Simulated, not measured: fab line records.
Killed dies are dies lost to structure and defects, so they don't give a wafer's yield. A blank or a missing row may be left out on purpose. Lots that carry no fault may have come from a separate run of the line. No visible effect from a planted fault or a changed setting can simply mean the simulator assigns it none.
Which tool is to blame? ; flow sky130 ; 12 lots, 36 wafers sampled, at 6 steps of a route of 708

WHAT THE GAUGES READ, wafer by wafer
SKY_SD_N_CD_MEAS_07: the cd target is 380 nm. Usual: cd-nm at 379.7 nm, with a standard deviation of 2.2.
lot;measured;on;cd-nm (nm);flag
L686;day 28 06:02;cd-sem-02;379.9 379.8 378.2;
L687;day 29 14:25;cd-sem-01;378.4 379.0 380.9;
L688;day 29 17:52;cd-sem-01;381.5 383.2 382.0;
L693;day 30 13:02;cd-sem-01;382.8 383.4 381.7;
L696;day 31 10:41;cd-sem-01;374.2 374.9 374.1;
L697;day 31 23:58;cd-sem-02;380.5 380.5 381.0;
L700;day 33 09:44;cd-sem-02;377.3 376.7 378.5;
L698;day 33 10:01;cd-sem-01;384.2 381.4 382.8;
L699;day 33 11:52;cd-sem-02;378.4 378.6 377.6;
L704;day 33 23:01;cd-sem-01;376.9 376.4 376.2;
L706;day 34 17:53;cd-sem-01;381.5 381.5 381.6;
L708;day 35 04:22;cd-sem-02;380.2 379.9 380.0;

SKY_SD_N_OVL_MEAS_08. Usual: SD_N_OVL gives -0.1 nm (standard deviation 1.3).
lot;measured;on;SD_N_OVL (nm);flag
L686;day 28 06:08;overlay-01;-2.5 -3.7 -3.3;
L687;day 29 14:32;overlay-02;0.2 1.1 -1.2;
L688;day 29 17:58;overlay-01;0.9 1.3 2.5;
L693;day 30 13:10;overlay-02;0.7 1.4 0.0;
L696;day 31 10:46;overlay-01;-0.5 0.0 0.0;
L697;day 32 00:05;overlay-01;-1.3 -1.7 -1.9;
L700;day 33 09:50;overlay-01;0.6 0.3 0.2;
L698;day 33 10:08;overlay-02;0.6 0.5 1.0;
L699;day 33 11:57;overlay-02;1.1 1.6 -0.7;
L704;day 33 23:06;overlay-01;-0.2 -1.1 0.4;
L706;day 34 17:59;overlay-01;-2.0 -2.5 -2.5;
L708;day 35 04:29;overlay-01;-0.3 1.1 0.8;

SKY_SD_N_RS_MEAS_16: measures by four-point-probe. Usual: SD_N_RS gives 68.45 ohm/sq (standard deviation 0.12).
lot;measured;on;SD_N_RS (ohm/sq);flag
L686;day 28 06:53;film-metro-03;68.58 68.50 68.45;
L687;day 29 15:19;film-metro-01;68.47 68.39 68.50;
L688;day 29 18:42;film-metro-01;68.48 68.61 68.59;
L693;day 30 13:53;film-metro-01;68.48 68.43 68.22;
L696;day 31 11:31;film-metro-02;68.38 68.48 68.50;
L697;day 32 00:48;film-metro-02;71.22 71.18 71.08;OFF
L700;day 33 10:37;film-metro-01;68.57 68.49 68.39;
L698;day 33 10:51;film-metro-03;71.23 71.33 71.17;OFF
L699;day 33 12:42;film-metro-01;68.36 68.39 68.22;
L704;day 33 23:51;film-metro-03;68.50 68.35 68.35;
L706;day 34 18:43;film-metro-01;68.51 68.41 68.23;
L708;day 35 05:12;film-metro-01;68.32 68.22 68.16;

SKY_SD_N_RS_MEAS_17: measures by four-point-probe. Usual: SD_P_RS gives 146.3 ohm/sq (standard deviation 0.42).
lot;measured;on;SD_P_RS (ohm/sq);flag
L686;day 28 07:00;film-metro-03;146.7 146.1 146.5;
L687;day 29 15:26;film-metro-01;146.5 146.4 146.7;
L688;day 29 18:49;film-metro-01;146.6 146.5 146.6;
L693;day 30 14:01;film-metro-01;145.5 145.8 145.3;
L696;day 31 11:38;film-metro-02;145.9 146.2 146.3;
L697;day 32 00:55;film-metro-02;161.4 161.2 161.4;OFF
L700;day 33 10:44;film-metro-01;146.4 145.5 146.3;
L698;day 33 10:58;film-metro-03;162.2 161.7 161.5;OFF
L699;day 33 12:49;film-metro-01;146.7 146.0 146.2;
L704;day 33 23:58;film-metro-03;146.2 146.5 146.0;
L706;day 34 18:50;film-metro-01;146.4 146.4 145.9;
L708;day 35 05:19;film-metro-01;145.9 146.2 145.7;

SKY_SD_N_RS_MEAS_18: measures by four-point-probe. Usual: RES_XHIGH_RS gives 333.3 ohm/sq (standard deviation 1.3).
lot;measured;on;RES_XHIGH_RS (ohm/sq);flag
L686;day 28 07:07;film-metro-03;333.2 334.2 333.0;
L687;day 29 15:33;film-metro-01;333.3 333.6 333.9;
L688;day 29 18:56;film-metro-01;332.9 333.6 332.2;
L693;day 30 14:08;film-metro-01;333.4 332.4 332.2;
L696;day 31 11:46;film-metro-02;332.7 334.2 331.9;
L697;day 32 01:02;film-metro-02;334.5 334.3 334.4;
L700;day 33 10:52;film-metro-01;334.1 333.5 335.7;
L698;day 33 11:05;film-metro-03;332.5 330.4 330.7;
L699;day 33 12:56;film-metro-01;334.9 335.8 333.2;
L704;day 34 00:05;film-metro-03;336.2 336.8 334.3;
L706;day 34 18:58;film-metro-01;332.5 333.5 332.7;
L708;day 35 05:26;film-metro-01;331.9 332.1 332.5;

WHICH TOOL RAN EACH LOT (tool, then ch and the chambers of the sampled wafers, then the start)
lot;SKY_SD_N_RTA_14
L686;rtp-anneal-01 ch 0, day 28 06:41
L687;rtp-anneal-02 ch 0, day 29 15:08
L688;rtp-anneal-01 ch 0, day 29 18:31
L693;rtp-anneal-02 ch 0, day 30 13:43
L696;rtp-anneal-02 ch 0, day 31 11:19
L697;rtp-anneal-02 ch 0, day 32 00:38
L700;rtp-anneal-01 ch 0, day 33 10:26
L698;rtp-anneal-02 ch 0, day 33 10:41
L699;rtp-anneal-01 ch 0, day 33 12:30
L704;rtp-anneal-01 ch 0, day 33 23:40
L706;rtp-anneal-01 ch 0, day 34 18:32
L708;rtp-anneal-01 ch 0, day 35 05:02
- SKY_SD_N_RTA_14: time 2 s.

AS READ BY THE TOOLS THEMSELVES (means over the sampled wafers that have a number; for cases with no such wafer, the mark the record gives instead)
SKY_SD_N_RTA_14. Usual: chamber-o2-ppm 2.000, standard deviation 0.022; lamp-power-pct 15.74 %, standard deviation 0.047; wafer_temp_C_max 1078.1, standard deviation 1.4.
lot;tool;chamber-o2-ppm;lamp-power-pct (%);wafer_temp_C_max;flag
L686;rtp-anneal-01;1.991;15.72;1078.4;
L687;rtp-anneal-02;2.007;15.75;1077.8;
L688;rtp-anneal-01;1.991;15.71;1078.0;
L693;rtp-anneal-02;2.001;15.70;1077.6;
L696;rtp-anneal-02;1.998;15.74;1077.8;
L697;rtp-anneal-02;1.991;15.76;1078.7;
L700;rtp-anneal-01;2.012;15.73;1076.8;
L698;rtp-anneal-02;2.011;15.74;1077.5;
L699;rtp-anneal-01;2.026;15.72;1078.7;
L704;rtp-anneal-01;1.954;15.77;1077.2;
L706;rtp-anneal-01;2.024;15.74;1077.4;
L708;rtp-anneal-01;1.976;15.75;1078.2;

THE ANSWER, worked out from the rows above alone
Rule: a lot counts as off when the mean over its wafers that have a number is more than 3 standard deviations away from the usual mean. A lot without any number at a reading at which 4 lots or more have one is off too. All remaining lots with rows at the step are treated as sound. First the gauges in route order, then the tools' own readings, where a lot's mean is used as printed above. The first step at which some lot is off is used, and at that step the reading that is off furthest; a lot without a number counts as furthest.
Off: at SKY_SD_N_RS_MEAS_16 (SD_N_RS), L697, L698.
If a tool, at a process step before that reading, ran all the lots that are off and no sound lot after the first of them, it fits. Those tools and the gauges at SKY_SD_N_RS_MEAS_16 are tried in the same way. One candidate fits, namely rtp-anneal-02 at SKY_SD_N_RTA_14. A fault onset in the window from L696 (day 31 11:19, its last sound lot) to L697 (day 32 00:38, its first lot off) fits.

WHAT THE SIMULATOR PUT IN
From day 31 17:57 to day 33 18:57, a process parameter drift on rtp-anneal-02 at SKY_SD_N_RTA_14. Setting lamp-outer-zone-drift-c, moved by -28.
Struck lots among those shown: L697, L698. The rule above found the same.
